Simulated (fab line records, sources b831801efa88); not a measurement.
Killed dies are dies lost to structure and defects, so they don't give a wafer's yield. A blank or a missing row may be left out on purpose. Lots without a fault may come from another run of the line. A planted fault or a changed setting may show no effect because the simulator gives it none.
Which tool did it? | flow gf180mcu | 13 lots, 39 wafers sampled, at 5 steps of a route of 602

WHAT THE GAUGES READ, wafer by wafer
GF_LVPWELL_TW_MEAS_11.
lot  | measured    | on            | LVPWELL_TW
L780 | day 3 21:03 | film_metro-01 | 555 554 552
L781 | day 4 00:56 | film_metro-01 | 551 548 549
L783 | day 4 15:40 | film_metro-01 | 551 552 550
L786 | day 5 06:25 | film_metro-02 | 557 556 556
L787 | day 5 12:17 | film_metro-04 | 562 560 561
L788 | day 5 19:42 | film_metro-02 | 556 557 559
L789 | day 6 01:30 | film_metro-01 | 552 551 550
L792 | day 6 17:20 | film_metro-02 | 553 553 553
L793 | day 6 23:07 | film_metro-04 | 567 568 567
L796 | day 7 15:15 | film_metro-02 | 562 557 558
L797 | day 7 21:44 | film_metro-04 | 566 565 563
L799 | day 8 08:58 | film_metro-04 | 564 564 564
L801 | day 8 18:56 | film_metro-04 | 559 565 563

GF_VT_IMPLANT_RS_MEAS_46: measures by four-point-probe.
lot  | measured     | on            | MVSD_RS (ohm/sq)
L780 | day 7 13:10  | film_metro-04 | 456.8 456.7 456.8
L781 | day 7 19:41  | film_metro-04 | 456.8 457.8 457.1
L783 | day 8 12:39  | film_metro-02 | 460.3 459.8 461.2
L786 | day 9 06:27  | film_metro-04 | 456.3 455.9 456.7
L787 | day 9 12:14  | film_metro-02 | 458.2 460.0 458.4
L788 | day 9 19:29  | film_metro-04 | 457.7 458.0 457.1
L789 | day 10 02:56 | film_metro-02 | 447.5 446.5 445.7
L792 | day 10 21:11 | film_metro-04 | 457.6 458.4 458.3
L793 | day 11 04:43 | film_metro-01 | 447.3 445.7 445.2
L796 | day 11 23:43 | film_metro-02 | 456.4 456.0 456.9
L797 | day 12 06:56 | film_metro-02 | 460.0 458.0 458.5
L799 | day 12 19:27 | film_metro-04 | 457.6 456.1 455.8
L801 | day 13 08:58 | film_metro-01 | 456.7 454.8 454.5

GF_VT_IMPLANT_RS_MEAS_49: measures by four-point-probe.
lot  | measured     | on            | MVPSD_RS (ohm/sq)
L780 | day 7 13:32  | film_metro-04 | 1170 1166 1166
L781 | day 7 20:02  | film_metro-04 | 1171 1170 1167
L783 | day 8 13:01  | film_metro-02 | 1180 1184 1179
L786 | day 9 06:49  | film_metro-04 | 1162 1165 1164
L787 | day 9 12:35  | film_metro-02 | 1175 1173 1171
L788 | day 9 19:50  | film_metro-04 | 1168 1172 1169
L789 | day 10 03:18 | film_metro-02 | 1167 1166 1164
L792 | day 10 21:32 | film_metro-04 | 1172 1168 1169
L793 | day 11 05:05 | film_metro-01 | 1168 1169 1168
L796 | day 12 00:05 | film_metro-02 | 1167 1170 1171
L797 | day 12 07:17 | film_metro-02 | 1171 1171 1172
L799 | day 12 19:49 | film_metro-04 | 1166 1171 1171
L801 | day 13 09:20 | film_metro-01 | 1167 1168 1169

WHICH TOOL RAN EACH LOT (tool, then ch and the chambers of the sampled wafers, then the start)
lot  | GF_LVPWELL_STRIP_10                 | GF_MVSD_IMPLANT_08
L780 | plasma_asher-02 ch 0,1, day 3 20:57 | implanter-01 ch 0, day 4 10:17
L781 | plasma_asher-01 ch 0,1, day 4 00:51 | implanter-03 ch 0, day 4 14:28
L783 | plasma_asher-04 ch 0,1, day 4 15:35 | implanter-01 ch 0, day 5 05:50
L786 | plasma_asher-01 ch 0, day 5 06:19   | implanter-01 ch 0, day 5 21:00
L787 | plasma_asher-02 ch 0,1, day 5 12:10 | implanter-04 ch 0, day 6 03:14
L788 | plasma_asher-04 ch 0,1, day 5 19:37 | implanter-01 ch 0, day 6 10:18
L789 | plasma_asher-04 ch 0,1, day 6 01:25 | implanter-01 ch 0, day 6 16:03
L792 | plasma_asher-02 ch 0, day 6 17:14   | implanter-03 ch 0, day 7 09:08
L793 | plasma_asher-02 ch 0,1, day 6 23:01 | implanter-01 ch 0, day 7 14:41
L796 | plasma_asher-04 ch 0,1, day 7 15:10 | implanter-04 ch 0, day 8 07:23
L797 | plasma_asher-02 ch 0,1, day 7 21:38 | implanter-03 ch 0, day 8 14:25
L799 | plasma_asher-04 ch 0,1, day 8 08:52 | implanter-03 ch 0, day 9 01:30
L801 | plasma_asher-01 ch 0,1, day 8 18:49 | implanter-03 ch 0, day 9 11:10
- GF_LVPWELL_STRIP_10: strips in O2/N2.
- GF_MVSD_IMPLANT_08

WHAT THE TOOLS THEMSELVES READ (means of the sampled wafers that have a number; where no wafer has one, the mark that the record gives instead)
GF_LVPWELL_STRIP_10.
lot  | tool            | drypump_motor_current_A (A) | heater_power_w (W) | oes_product_au (a.u.) | strip_time_to_endpoint_s (s)
L780 | plasma_asher-02 | 6.0                         | 354                | 0.722                 | 36.93
L781 | plasma_asher-01 | 5.6                         | 321                | 0.721                 | 36.98
L783 | plasma_asher-04 | 5.1                         | 356                | 0.724                 | 36.97
L786 | plasma_asher-01 | 5.3                         | 325                | 0.723                 | 37.03
L787 | plasma_asher-02 | 5.8                         | 350                | 0.720                 | 36.83
L788 | plasma_asher-04 | 5.4                         | 375                | 0.720                 | 37.10
L789 | plasma_asher-04 | 5.4                         | 376                | 0.725                 | 36.87
L792 | plasma_asher-02 | 6.2                         | 345                | 0.722                 | 36.83
L793 | plasma_asher-02 | 5.8                         | 355                | 0.722                 | 36.75
L796 | plasma_asher-04 | 5.1                         | 351                | 0.727                 | 37.00
L797 | plasma_asher-02 | 6.0                         | 343                | 0.721                 | 36.77
L799 | plasma_asher-04 | 5.1                         | 351                | 0.719                 | 36.95
L801 | plasma_asher-01 | 5.8                         | 331                | 0.723                 | 36.82

GF_MVSD_IMPLANT_08.
lot  | tool         | dose_ions_cm2 | end_station_pressure_torr (Torr)
L780 | implanter-01 | 1.5989e+13    | 5.04e-06
L781 | implanter-03 | 1.5998e+13    | 5.06e-06
L783 | implanter-01 | 1.5999e+13    | 5.22e-06
L786 | implanter-01 | 1.5971e+13    | 5.02e-06
L787 | implanter-04 | 1.5994e+13    | 5.13e-06
L788 | implanter-01 | 1.5995e+13    | 5.16e-06
L789 | implanter-01 | 1.6777e+13    | 5.05e-06
L792 | implanter-03 | 1.6003e+13    | 5.11e-06
L793 | implanter-01 | 1.6751e+13    | 4.95e-06
L796 | implanter-04 | 1.5981e+13    | 5.02e-06
L797 | implanter-03 | 1.5982e+13    | 5.31e-06
L799 | implanter-03 | 1.5977e+13    | 4.81e-06
L801 | implanter-03 | 1.5993e+13    | 5.01e-06

THE ANSWER, worked out from the rows above alone
Rule: what is usual is taken from the lots themselves. Put in order of their means at a reading, lots are off if they are a third of the lots or fewer, leave a main group of 4 or more, and stand apart from it by a gap of 3 or more times the standard deviation of the main group's means; of several such gaps the widest counts. A main group whose means are all the same, to the digits that the tables above print for the reading, isn't used. A lot without any number at a reading at which 4 lots or more have one is off too. The other lots that the step has rows for count as sound. The gauges are gone through in route order, then the tools' own readings, and for those a lot's mean is taken as printed above. The first step at which some lot is off is used, and at that step the reading that is off furthest; a lot without a number counts as furthest.
Off: L789, L793, at GF_VT_IMPLANT_RS_MEAS_46 (MVSD_RS). The main group: mean 457.5 ohm/sq, standard deviation 1.4.
A tool fits if, at a process step before that reading, it ran every lot that is off, and no sound lot after the first of them. The gauges at GF_VT_IMPLANT_RS_MEAS_46 aren't tried: what is off there is off at GF_MVSD_IMPLANT_08 too, on other tools, and a gauge's error can't cause that. One fits: implanter-01 at GF_MVSD_IMPLANT_08. Its last sound lot is L788 (day 6 10:18), its first lot that is off L789 (day 6 16:03): a fault that began between those two fits.
The tool's own readings at GF_MVSD_IMPLANT_08 bear it out: on the lots that are off they differ by more than 5 times the standard deviation of the sound lots' means. dose_ions_cm2 reads 1.6764e+13 there against 1.5989e+13 on the sound lots.

WHAT THE SIMULATOR HAD PUT IN
Process parameter drift: implanter-01, from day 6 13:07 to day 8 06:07, at GF_MVSD_IMPLANT_08. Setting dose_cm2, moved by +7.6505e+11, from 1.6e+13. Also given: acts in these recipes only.
Lots struck among those shown: L789, L793. The rule above found the same.
